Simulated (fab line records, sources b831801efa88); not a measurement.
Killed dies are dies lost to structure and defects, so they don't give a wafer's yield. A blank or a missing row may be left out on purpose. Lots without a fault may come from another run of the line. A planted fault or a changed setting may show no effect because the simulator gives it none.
Which tool did it? | flow gf180mcu | 13 lots, 39 wafers sampled, at 3 steps of a route of 602

WHAT THE GAUGES READ, wafer by wafer
GF_VT_IMPLANT_TW_MEAS_10. Usual: VT_IMPLANT_TW 567.9, standard deviation 2.9.
lot  | measured     | on            | VT_IMPLANT_TW     | flag
L795 | day 5 17:07  | film_metro-02 | 567.3 569.4 568.4 |
L797 | day 6 02:37  | film_metro-02 | 565.4 568.6 563.9 |
L799 | day 6 15:05  | film_metro-04 | 564.3 566.6 569.8 |
L800 | day 6 20:13  | film_metro-01 | 567.3 569.1 565.6 |
L801 | day 7 04:00  | film_metro-04 | 569.3 564.6 571.5 |
L804 | day 7 22:17  | film_metro-01 | 565.5 565.0 566.8 |
L805 | day 8 05:55  | film_metro-02 | 566.7 565.2 565.8 |
L806 | day 8 11:13  | film_metro-01 | 701.3 698.5 701.2 | OFF
L807 | day 8 17:03  | film_metro-04 | 699.2 695.4 703.5 | OFF
L808 | day 8 22:32  | film_metro-01 | 698.4 700.1 697.4 | OFF
L810 | day 9 10:33  | film_metro-02 | 567.1 570.8 569.9 |
L812 | day 9 22:00  | film_metro-02 | 567.5 570.5 569.5 |
L818 | day 11 17:08 | film_metro-01 | 569.1 569.9 569.4 |

GF_VT_IMPLANT_TW_MEAS_21. Usual: VT_IMPLANT_2_TW 1223, standard deviation 5.9.
lot  | measured     | on            | VT_IMPLANT_2_TW | flag
L795 | day 6 08:13  | film_metro-04 | 1223 1222 1228  |
L797 | day 6 17:10  | film_metro-01 | 1218 1218 1220  |
L799 | day 7 06:16  | film_metro-02 | 1218 1222 1224  |
L800 | day 7 12:11  | film_metro-04 | 1226 1238 1229  |
L801 | day 7 20:06  | film_metro-04 | 1232 1226 1222  |
L804 | day 8 14:46  | film_metro-02 | 1218 1216 1215  |
L805 | day 8 23:07  | film_metro-04 | 1213 1210 1218  |
L806 | day 9 03:47  | film_metro-01 | 1225 1221 1231  |
L807 | day 9 09:04  | film_metro-02 | 1221 1223 1226  |
L808 | day 9 14:55  | film_metro-01 | 1227 1219 1225  |
L810 | day 10 04:00 | film_metro-02 | 1230 1236 1235  |
L812 | day 10 15:39 | film_metro-01 | 1213 1225 1216  |
L818 | day 12 12:41 | film_metro-04 | 1221 1230 1224  |

WHICH TOOL RAN EACH LOT (tool, then ch and the chambers of the sampled wafers, then the start)
lot  | GF_VT_IMPLANT_IMPLANT_08
L795 | implanter-04 ch 0, day 5 16:52
L797 | implanter-04 ch 0, day 6 02:22
L799 | implanter-04 ch 0, day 6 14:50
L800 | implanter-01 ch 0, day 6 19:59
L801 | implanter-04 ch 0, day 7 03:45
L804 | implanter-04 ch 0, day 7 22:02
L805 | implanter-01 ch 0, day 8 05:41
L806 | implanter-02 ch 0, day 8 10:41
L807 | implanter-04 ch 0, day 8 16:29
L808 | implanter-04 ch 0, day 8 21:57
L810 | implanter-02 ch 0, day 9 10:18
L812 | implanter-01 ch 0, day 9 21:45
L818 | implanter-01 ch 0, day 11 16:53
- GF_VT_IMPLANT_IMPLANT_08

WHAT THE TOOLS THEMSELVES READ (means of the sampled wafers that have a number; where no wafer has one, the mark that the record gives instead)
GF_VT_IMPLANT_IMPLANT_08. Usual: tilt_deg 6.999 degrees, standard deviation 0.02.
lot  | tool         | tilt_deg (degrees) | flag
L795 | implanter-04 | 6.989              |
L797 | implanter-04 | 7.010              |
L799 | implanter-04 | 7.025              |
L800 | implanter-01 | 6.994              |
L801 | implanter-04 | 6.986              |
L804 | implanter-04 | 7.013              |
L805 | implanter-01 | 7.008              |
L806 | implanter-02 | 7.003              |
L807 | implanter-04 | 6.985              |
L808 | implanter-04 | 6.990              |
L810 | implanter-02 | 6.996              |
L812 | implanter-01 | 7.016              |
L818 | implanter-01 | 7.012              |

THE ANSWER, worked out from the rows above alone
Rule: a lot is off if the mean of its wafers that have a number lies more than 3 standard deviations from the usual mean. A lot without any number at a reading at which 4 lots or more have one is off too. The other lots that the step has rows for count as sound. The gauges are gone through in route order, then the tools' own readings, and for those a lot's mean is taken as printed above. The first step at which some lot is off is used, and at that step the reading that is off furthest; a lot without a number counts as furthest.
Off: L806, L807, L808, at GF_VT_IMPLANT_TW_MEAS_10 (VT_IMPLANT_TW).
A tool fits if, at a process step before that reading, it ran every lot that is off, and no sound lot after the first of them. The gauges at GF_VT_IMPLANT_TW_MEAS_10 are tried like those tools. None of those tried fits.

WHAT THE SIMULATOR HAD PUT IN
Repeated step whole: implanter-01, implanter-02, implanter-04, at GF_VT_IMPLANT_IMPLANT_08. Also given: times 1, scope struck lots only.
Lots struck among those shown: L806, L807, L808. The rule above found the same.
